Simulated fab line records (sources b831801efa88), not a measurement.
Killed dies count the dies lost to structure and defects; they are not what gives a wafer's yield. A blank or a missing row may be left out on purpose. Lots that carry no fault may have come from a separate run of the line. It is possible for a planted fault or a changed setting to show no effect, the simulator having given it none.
Code-filled problem report in 8D (eight disciplines) form | flow sky130 | the parts of the form that need people (team, actions taken, sign-off) are left out

## 1. THE PROBLEM
Wafers free of any fault read 1643 nm (standard deviation 17) for VIA3_HDPCVD_THK at SKY_VIA3_THK_MEAS_01, against a mean of 1324 nm on 9 wafers of 3 lots. That is -19 standard deviations from the usual mean.
Seen first at day 40 20:38 on film_metro-01, wafer L860.1. At this step, 36 wafers from 12 lots have a number in the record. Rule for "out" (also "out of limits"): further than 4 standard deviations from the usual mean. The rest of the wafers with a number are treated as sound.

## 2. WHAT IT IS, WHAT IT ISN'T
question                    | is                           | is not
which readings at this step | VIA3_HDPCVD_THK              | -
which lots                  | L860, L862, L865             | L853, L855, L856, L863, L868, L870, L873, L874, L875
which wafers of those lots  | all that have a number       | -
read on which gauges        | film_metro-01, film_metro-04 | film_metro-02
when                        | from day 40 20:38            | up to then (9 sound wafers); but 18 sound wafers of L863, L868, L870, L873, L874, L875 came after

## 3. THE SUSPECTS, EACH WITH WHAT RULES IT OUT
Counting: any tool at a process step up to the reading is kept as a suspect provided that every lot that is out went through it and no sound lot did after the first of them.
- the gauge at SKY_VIA3_THK_MEAS_01 is ruled out. Those wafers that are out were read across 2 gauges (film_metro-01, film_metro-04).
- pvd_sputter-04 at SKY_METAL3_SPUTTER_01 (material TiN, target thk 20 nm, time 16.7 s): ruled out as a lasting fault. Sound lots L863 ran on it after its first lot that is out, L860 (day 38 17:35).
- rie_diel-02 at SKY_METAL3_ETCH_17 (etches SiO2 in C4F8/O2/Ar, stops on TiN, time 3.9 s, target depth 15 nm): ruled out as a lasting fault. Sound lots L868, L870 ran on it after its first lot that is out, L860 (day 40 19:41).
- hdpcvd-01 at SKY_VIA3_HDPCVD_00 (deposits SiO2, target thk 1635 nm, time 272.5 s): ruled out as a lasting fault. Sound lots L875, L874 ran on it after its first lot that is out, L860 (day 40 20:28).
Left after counting: nothing in the record.

## 4. THE CAUSE (what the simulator had put in)
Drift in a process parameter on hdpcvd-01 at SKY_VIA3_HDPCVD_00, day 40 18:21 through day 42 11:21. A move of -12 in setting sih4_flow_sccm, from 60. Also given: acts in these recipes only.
The count ruled it out by mistake, since the rule takes a fault to strike every lot its tool runs from the start of the fault on, and this one did not do so.

## 5. THE EFFECT CHAIN, in route order
One row per reading whose mean, taken over the struck wafers that have a number, lies over 3 standard deviations from the usual. Scope: only readings with a usual standard deviation given in the record; hours: median across lots of the time from each lot's start at the first step in this table that gives one to its start at this step; sigmas: change in usual standard deviations.
hours | step                 | reading         | usual      | on struck wafers | change | sigmas
0     | SKY_VIA3_HDPCVD_00   | sih4_flow_sccm  | 59.98 sccm | 47.98            | -12.00 | -63
0     | SKY_VIA3_THK_MEAS_01 | VIA3_HDPCVD_THK | 1643 nm    | 1324             | -319   | -19
Its process steps:
- SKY_VIA3_HDPCVD_00: deposits SiO2, target thk 1635 nm, time 272.5 s.

## 6. WHAT WOULD HAVE CAUGHT IT SOONER
Counted from the fault's start at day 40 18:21, it took 2 hours until the first out-of-limits reading at a measuring or inspecting step in this record, taken at day 40 20:38.
Tool's own readings at SKY_VIA3_HDPCVD_00, sih4_flow_sccm: out on all struck wafers the step has rows for; an alarm limit on them would have tripped on the first.
